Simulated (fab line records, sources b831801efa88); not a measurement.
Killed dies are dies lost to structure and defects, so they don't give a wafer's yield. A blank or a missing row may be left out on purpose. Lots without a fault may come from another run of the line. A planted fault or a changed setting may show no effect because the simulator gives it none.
fab line records | flow gf180mcu
record lots=14 wafers=42 last_day=34
route steps=602 shown V1@359 M2@364
lots that met no fault: from a run of the same line without faults
start_h: hours from the record's first day to the start of the lot's first wafer shown | wait_h: hours since the lot's step before | " the same as in the row above | L1.1+2: a row that stands for several wafers | - no value, or no start given | * or withheld: withheld | < > ~ a bound
route shown NAME@n: a module of which the file shows steps, and the number in the route of the first | usual: mean/standard deviation of fault-free wafers | same: alike in all rows | chamber/n: place in a boat | sites: the reading at each site | _std_site: their standard deviation | _edge_site: outer sites' mean less inner sites' | radius_mm: how far each site lies from the wafer's centre | mask NAME#n: copy n | behind: the tool/chamber that last shaped the wafer | hold: why the lot was held/for how many hours/how that ended | device: the transistor (n, p or np) that didn't switch | end of line: the same wafers' tests at the end of the route | a step without rows: its recipe alone | killed: dies lost to structure and defects at the first sort, not the wafer's yield | map: a wafer's dies, x killed, . not, _ none there
set.NAME: the setting as run; set.NAME@STEP: as run at that earlier step | model.NAME: the simulator's own value behind a step, which no gauge read
steps of the route over a sample of lots; a table a step, a row a wafer
services: from which hour (start_h, from the record's first day; less than 0 if before it) a tool's chamber was out of use, for how many hours, and why
## steps
# step GF_V1_RS_MEAS_24
# recipe thk_meas_gauge=four-point-probe reads=W_of_V1_CVD_23+TiN_of_V1_SPUTTER_22+Ti_of_V1_SPUTTER_21
# usual V1_W_RS=0.325/0.0032
# columns lot.wafer tool chamber start_h wait_h V1_W_RS[ohm/sq]
L612.1 film_metro-01 - 415.75 0.1 0.324
L612.4 " - " " 0.319
L612.6 " - " " 0.322
L613.1 film_metro-01 - 427.91 0.2 0.328
L613.2 " - " " 0.329
L613.5 " - " " 0.327
L614.1 film_metro-02 - 430.55 0.2 0.327
L614.3 " - " " 0.325
L614.6 " - " " 0.326
L615.1 film_metro-02 - 442.60 0.1 0.325
L615.5 " - " " 0.321
L615.6 " - " " 0.328
L616.3 film_metro-02 - 447.34 0.1 0.325
L616.4 " - " " 0.328
L616.6 " - " " 0.321
L617.1 film_metro-02 - 461.51 0.1 0.330
L617.4 " - " " 0.329
L617.6 " - " " 0.328
L618.1 film_metro-02 - 469.34 0.1 0.319
L618.2 " - " " 0.324
L618.6 " - " " 0.323
L619.3 film_metro-03 - 476.70 0.1 0.318
L619.4 " - " " 0.322
L619.5 " - " " 0.323
L622.2 film_metro-02 - 504.57 0.1 0.332
L622.4 " - " " 0.328
L622.6 " - " " 0.332
L624.1 film_metro-02 - 523.50 0.2 0.327
L624.4 " - " " 0.324
L624.6 " - " " 0.324
L625.1 film_metro-03 - 528.35 0.1 0.327
L625.2 " - " " 0.322
L625.3 " - " " 0.322
L628.2 film_metro-02 - 554.37 0.1 0.327
L628.5 " - " " 0.322
L628.6 " - " " 0.327
L632.1 film_metro-03 - 580.49 0.1 0.322
L632.2 " - " " 0.325
L632.6 " - " " 0.323
L634.1 film_metro-01 - 596.36 0.1 0.324
L634.2 " - " " 0.325
L634.6 " - " " 0.323
# step GF_V1_CMP_26
# recipe stop_on=SiO2 down_force_psi=3.5 platen_rpm=60 t_overpolish_s=15 target_thk_nm=0 pad_velocity_m_s=0.94248
# usual motor_current_A=10.9/0.81 overpolish_run_s=15.000/0.0096 time_to_endpoint_s=84/4.7
# columns lot.wafer tool chamber start_h wait_h motor_current_A overpolish_run_s time_to_endpoint_s
L612.1 cmp-01 3 416.03 0.1 11.8 14.990 88
L612.4 " 0 " " 11.1 14.988 88
L612.6 " 2 " " 10.6 14.995 84
L613.1 cmp-02 3 428.09 0.1 10.2 15.018 76
L613.2 " 1 " " 11.3 15.005 82
L613.5 " 3 " " 9.9 15.001 75
L614.3 cmp-02 0 430.73 0.0 10.9 15.000 86
L614.1 " 3 " " 9.5 15.004 77
L614.6 " 0 " " 10.8 14.989 89
L615.1 cmp-02 3 442.93 0.2 10.5 14.999 74
L615.5 " 0 " " 10.7 15.010 87
L615.6 " 1 " " 11.6 15.002 79
L616.4 cmp-02 1 447.55 0.1 11.8 15.001 83
L616.3 " 2 " " 12.3 14.983 80
L616.6 " 1 " " 11.1 15.012 85
L617.1 cmp-01 1 461.69 0.1 10.5 14.996 81
L617.4 " 3 " " 11.7 15.005 87
L617.6 " 1 " " 11.2 15.011 79
L618.2 cmp-01 0 469.52 0.0 11.0 14.990 92
L618.1 " 2 " " 10.2 15.011 87
L618.6 " 1 " " 9.9 14.998 80
L619.3 cmp-02 1 476.89 0.1 11.3 15.017 85
L619.4 " 2 " " 12.1 14.994 84
L619.5 " 0 " " 10.4 15.006 89
L622.2 cmp-02 0 504.73 0.0 10.6 15.012 85
L622.4 " 3 " " 10.0 14.996 76
L622.6 " 1 " " 11.3 15.018 78
L624.4 cmp-01 2 523.68 0.0 10.2 14.994 84
L624.1 " 1 " " 10.6 15.002 80
L624.6 " 3 " " 11.4 15.003 89
L625.3 cmp-01 3 528.58 0.1 11.2 14.990 93
L625.2 " 0 " " 11.0 14.993 91
L625.1 " 1 " " 10.5 14.973 85
L628.2 cmp-01 0 554.53 0.0 11.2 15.008 87
L628.5 " 0 " " 11.4 14.987 88
L628.6 " 1 " " 11.0 14.997 80
L632.2 cmp-02 1 580.72 0.1 10.8 15.001 87
L632.1 " 3 " " 10.2 14.994 77
L632.6 " 1 " " 11.3 14.999 81
L634.1 cmp-02 2 596.54 0.1 12.3 15.012 86
L634.2 " 3 " " 9.9 14.989 77
L634.6 " 3 " " 10.4 14.978 81
# step GF_M2_SPUTTER_02
# recipe material=AlCu target_thk_nm=450 power_w=10600 time_s=23.9 chamber_pressure_pa=0.4
# usual throttle_valve_pct=29.2/1.4
# columns lot.wafer tool chamber start_h wait_h throttle_valve_pct
L612.1 pvd_sputter-02 - 416.36 0.0 28.3
L612.4 " - " " 30.3
L612.6 " - " " 28.3
L613.1 pvd_sputter-02 - 428.52 0.0 26.1
L613.2 " - " " 30.3
L613.5 " - " " 30.2
L614.1 pvd_sputter-02 - 431.16 0.0 30.2
L614.3 " - " " 29.8
L614.6 " - " " 28.3
L615.1 pvd_sputter-02 - 443.21 0.0 30.0
L615.5 " - " " 30.2
L615.6 " - " " 26.2
L616.3 pvd_sputter-01 - 447.98 0.0 29.8
L616.4 " - " " 29.6
L616.6 " - " " 29.8
L617.1 pvd_sputter-02 - 462.12 0.0 26.2
L617.4 " - " " 28.2
L617.6 " - " " 29.8
L618.1 pvd_sputter-02 - 469.95 0.0 28.5
L618.2 " - " " 30.1
L618.6 " - " " 30.7
L619.3 pvd_sputter-01 - 477.27 0.0 29.7
L619.4 " - " " 29.9
L619.5 " - " " 29.5
L622.2 pvd_sputter-04 - 505.16 0.0 30.9
L622.4 " - " " 29.4
L622.6 " - " " 29.3
L624.1 pvd_sputter-01 - 524.11 0.0 29.5
L624.4 " - " " 29.8
L624.6 " - " " 29.7
L625.1 pvd_sputter-01 - 528.96 0.0 31.4
L625.2 " - " " 29.8
L625.3 " - " " 29.8
L628.2 pvd_sputter-02 - 554.96 0.0 26.2
L628.5 " - " " 30.0
L628.6 " - " " 26.1
L632.1 pvd_sputter-04 - 581.10 0.0 29.2
L632.2 " - " " 29.9
L632.6 " - " " 30.6
L634.1 pvd_sputter-02 - 596.97 0.0 30.1
L634.2 " - " " 26.6
L634.6 " - " " 26.2
# step GF_M2_METAL_ETCH_16
# recipe chemistry=Cl2/BCl3 mask_material=KrF target_depth_nm=750.8 stop_on=SiO2 pressure_mtorr=8 icp_w=800 bias_w=140 Cl2_flow_sccm=80 bcl3_flow_sccm=40 time_s=125.1
# usual chamber_pressure_mTorr=8.001/0.0078 drypump_motor_current_A=5.7/0.58 oes_product_au=0.990/0.0063 rf_fwd_power_W=795.5/2.5 throttle_valve_pct=28.232/0.01
# columns lot.wafer tool chamber start_h wait_h chamber_pressure_mTorr drypump_motor_current_A oes_product_au rf_fwd_power_W rf_hours_counter_h throttle_valve_pct
L612.1 rie_metal-04 0 440.76 0.0 7.998 5.5 0.995 796.3 12 28.228
L612.4 " 0 " " 8.010 5.5 0.990 796.4 - 28.224
L612.6 " 0 " " 8.005 5.5 0.994 796.0 - 28.219
L613.1 rie_metal-03 0 453.26 0.0 7.994 4.7 0.981 798.2 5 28.234
L613.2 " 1 " " 8.005 5.9 0.981 793.5 12 28.236
L613.5 " 1 " " 8.004 5.9 0.988 798.5 - 28.239
L614.1 rie_metal-04 1 456.13 0.0 7.990 6.3 0.985 797.4 9 28.232
L614.3 " 0 " " 8.011 5.5 0.991 795.5 - 28.220
L614.6 " 0 " " 8.004 5.5 0.992 796.4 - 28.228
L615.1 rie_metal-01 1 467.61 0.0 8.000 5.1 0.983 794.3 12 28.243
L615.5 " 1 " " 7.992 5.1 0.980 792.2 - 28.241
L615.6 " 1 " " 8.007 5.1 0.976 794.5 - 28.254
L616.3 rie_metal-01 1 472.92 0.1 7.995 5.1 0.981 793.3 - 28.235
L616.4 " 1 " " 8.005 5.1 0.977 793.2 - 28.250
L616.6 " 1 " " 8.001 5.1 0.990 793.1 - 28.249
L617.1 rie_metal-04 0 486.33 0.0 8.001 5.5 0.983 795.1 14 28.231
L617.4 " 0 " " 8.013 5.5 0.998 798.1 - 28.233
L617.6 " 0 " " 7.988 5.5 0.997 793.2 - 28.231
L618.1 rie_metal-03 1 493.86 0.0 8.005 5.9 0.982 796.1 14 28.248
L618.2 " 0 " " 8.011 4.7 0.984 797.6 6 28.252
L618.6 " 1 " " 8.019 5.9 0.984 792.0 - 28.239
L619.3 rie_metal-04 0 501.73 0.1 7.996 5.5 1.000 795.2 - 28.222
L619.4 " 1 " " 7.997 6.2 0.994 793.6 - 28.233
L619.5 " 0 " " 8.012 5.5 0.994 797.0 - 28.226
L622.2 rie_metal-01 0 528.69 0.1 8.013 6.4 0.982 794.9 - 28.231
L622.4 " 0 " " 7.993 6.5 0.989 796.0 - 28.232
L622.6 " 0 " " 8.006 6.4 0.992 794.2 - 28.234
L624.1 rie_metal-01 0 547.28 0.0 8.001 6.4 0.900 799.5 1 28.309
L624.4 " 0 " " 8.005 6.4 0.909 794.8 - 28.317
L624.6 " 1 " " 8.014 5.2 0.910 793.9 - 28.327
L625.1 rie_metal-04 0 551.46 0.0 8.009 5.5 0.986 798.0 0 28.235
L625.2 " 1 " " 8.001 6.2 0.998 795.7 12 28.229
L625.3 " 1 " " 8.003 6.2 0.989 795.3 - 28.226
L628.2 rie_metal-01 0 579.21 0.0 7.989 6.4 0.915 795.8 2 28.321
L628.5 " 0 " " 8.010 6.4 0.912 792.4 - 28.306
L628.6 " 1 " " 7.996 5.1 0.924 796.9 - 28.307
L632.1 rie_metal-04 0 602.51 0.0 7.987 5.5 0.986 797.1 2 28.238
L632.2 " 1 " " 7.992 6.2 0.993 796.9 14 28.230
L632.6 " 1 " " 7.996 6.2 0.985 793.8 - 28.229
L634.1 rie_metal-03 0 617.76 0.0 7.995 4.7 0.979 790.9 10 28.242
L634.2 " 1 " " 7.999 5.9 0.983 797.6 2 28.227
L634.6 " 1 " " 8.003 5.9 0.990 794.8 - 28.230
# step GF_M2_STRIP_17
# recipe chemistry=O2/N2 power_w=1400 pressure_mtorr=1500 platen_temp_c=250 o2_flow_sccm=3000 n2_flow_sccm=300 overash_fraction=0.5
# usual chamber_pressure_mTorr=1500.0/1.3 drypump_motor_current_A=5.4/0.61 heater_power_w=295/22 n2_flow_sccm=300.1/0.85 oes_product_au=0.540/0.005 platen_temp_c=249.97/0.18 strip_time_to_endpoint_s=7.44/0.054
# same overash_fraction=0.5
# columns lot.wafer tool chamber start_h wait_h chamber_pressure_mTorr drypump_motor_current_A heater_power_w n2_flow_sccm oes_product_au platen_temp_c rf_hours_counter_h strip_time_to_endpoint_s
L612.1 plasma_asher-03 1 440.89 0.1 1497.5 5.8 307 301.9 0.539 250.12 65 7.41
L612.4 " 1 " " 1500.4 5.7 306 301.4 0.533 250.02 - 7.39
L612.6 " 0 " " 1499.9 6.1 287 300.0 0.546 250.25 - 7.39
L613.1 plasma_asher-04 0 453.39 0.1 1497.8 4.7 313 300.4 0.538 249.77 81 7.56
L613.2 " 1 " " 1500.5 5.1 258 301.9 0.545 250.06 81 7.50
L613.5 " 1 " " 1500.4 5.1 253 301.4 0.549 250.05 - 7.51
L614.1 plasma_asher-01 1 456.26 0.1 1500.8 4.9 289 300.1 0.550 249.99 2 7.50
L614.3 " 0 " " 1497.3 6.3 319 299.7 0.539 250.04 - 7.45
L614.6 " 0 " " 1501.2 6.4 311 300.3 0.538 249.90 - 7.36
L615.1 plasma_asher-01 1 467.87 0.2 1500.5 4.9 296 300.1 0.543 249.45 3 7.45
L615.5 " 0 " " 1498.8 6.4 323 300.4 0.542 250.15 - 7.47
L615.6 " 1 " " 1499.6 4.9 294 299.5 0.537 249.98 - 7.51
L616.3 plasma_asher-03 0 473.13 0.2 1497.5 6.1 289 299.5 0.550 249.98 - 7.50
L616.4 " 1 " " 1499.6 5.7 308 298.5 0.541 250.08 - 7.49
L616.6 " 1 " " 1500.4 5.8 305 299.5 0.535 250.40 - 7.49
L617.1 plasma_asher-01 1 486.46 0.1 1498.7 4.9 295 300.4 0.549 249.99 5 7.43
L617.4 " 0 " " 1501.7 6.4 321 302.9 0.533 249.97 - 7.44
L617.6 " 1 " " 1498.4 4.9 293 300.0 0.533 250.01 - 7.41
L618.1 plasma_asher-03 1 493.99 0.1 1501.6 5.7 314 301.1 0.546 250.09 70 7.48
L618.2 " 0 " " 1499.8 6.1 290 299.7 0.533 250.15 70 7.49
L618.6 " 0 " " 1500.9 6.1 291 300.1 0.546 249.91 - 7.49
L619.3 plasma_asher-04 0 501.85 0.1 1501.0 4.7 322 301.1 0.537 250.12 - 7.34
L619.4 " 1 " " 1500.8 5.1 253 300.7 0.540 249.74 - 7.44
L619.5 " 1 " " 1499.5 5.1 254 299.2 0.537 249.66 - 7.36
L622.2 plasma_asher-03 1 528.98 0.2 1498.8 5.7 307 300.8 0.538 249.98 74 7.43
L622.4 " 0 " " 1500.8 6.1 291 301.8 0.548 250.27 - 7.42
L622.6 " 1 " " 1502.3 5.7 307 301.0 0.537 250.23 - 7.43
L624.1 plasma_asher-04 1 547.41 0.1 1501.3 5.1 249 301.4 0.552 249.70 91 7.83
L624.4 " 1 " " 1498.7 5.1 269 300.2 0.555 249.76 - 7.84
L624.6 " 1 " " 1501.3 5.2 256 300.5 0.555 249.66 - 7.83
L625.1 plasma_asher-03 0 551.59 0.1 1500.3 6.1 287 300.0 0.542 249.86 76 7.41
L625.2 " 1 " " 1498.2 5.8 304 297.5 0.542 250.08 76 7.42
L625.3 " 1 " " 1500.5 5.8 309 299.7 0.537 250.03 - 7.44
L628.2 plasma_asher-04 1 579.34 0.1 1500.5 5.1 260 300.2 0.552 249.80 94 7.80
L628.5 " 1 " " 1500.0 5.1 259 299.1 0.559 249.78 - 7.83
L628.6 " 0 " " 1499.5 4.7 314 301.2 0.557 250.02 - 7.81
L632.1 plasma_asher-03 1 602.64 0.1 1500.4 5.8 308 299.2 0.543 249.79 79 7.47
L632.2 " 0 " " 1498.9 6.1 291 299.1 0.550 249.96 79 7.49
L632.6 " 1 " " 1501.0 5.7 305 299.8 0.535 249.94 - 7.46
L634.1 plasma_asher-03 1 617.89 0.1 1498.6 5.7 315 298.2 0.547 250.01 81 7.44
L634.2 " 0 " " 1499.8 6.1 286 298.5 0.542 249.94 81 7.42
L634.6 " 0 " " 1500.5 6.1 292 299.3 0.528 249.91 - 7.41
## services
# columns tool chamber start_h hours kind
pvd_sputter-02 - 402.39 8.4 repair
cmp-02 - 404.14 4.0 pm
cmp-02 - 408.14 - consumable_replace:conditioner
cmp-02 - 408.73 2.0 repair
plasma_asher-01 - 415.35 15.6 pm
pvd_sputter-01 - 421.59 3.7 repair
pvd_sputter-04 - 428.73 4.3 repair
plasma_asher-01 - 430.95 9.0 pm
pvd_sputter-04 - 438.88 1.6 repair
rie_metal-04 1 443.07 3.8 repair
cmp-02 - 450.45 2.8 pm
rie_metal-01 0 455.82 21.0 repair
pvd_sputter-01 - 470.32 4.6 repair
cmp-01 - 475.28 0.6 repair
rie_metal-03 0 477.82 8.3 repair
rie_metal-01 1 483.96 5.6 repair
cmp-02 - 489.44 1.6 repair
rie_metal-01 0 502.38 15.4 repair
cmp-01 - 505.28 2.5 repair
plasma_asher-04 - 524.46 0.7 repair
cmp-01 - 572.35 4.0 pm
plasma_asher-03 - 577.23 17.1 repair
rie_metal-01 0 598.64 21.2 repair
rie_metal-01 1 603.35 7.5 repair
## key
first_sign step=GF_M2_METAL_ETCH_16 reading=oes_product_au direction=down sigmas=12 usual=0.990 struck=0.912
effect step=GF_M2_METAL_ETCH_16 reading=throttle_valve_pct direction=up sigmas=8 usual=28.232 struck=28.315
effect step=GF_M2_STRIP_17 reading=strip_time_to_endpoint_s direction=up sigmas=7.1 usual=* struck=*
met_at GF_M2_METAL_ETCH_16
struck_lots L624,L628
sort_left_out L624.1,L624.4,L624.6,L628.2,L628.5,L628.6
not_acting_at GF_V1_RS_MEAS_24,GF_V1_CMP_26,GF_M2_SPUTTER_02
onset_between 528.69 547.28
fault kind=process_parameter_drift tool=rie_metal-01 chamber=- onset_h=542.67 steps=GF_M2_METAL_ETCH_16 channel=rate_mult offset=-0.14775 shape=step end_h=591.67
# sort_left_out: the simulated sort isn't trusted on such a fault, so these wafers' sort isn't shown, and their yield isn't known
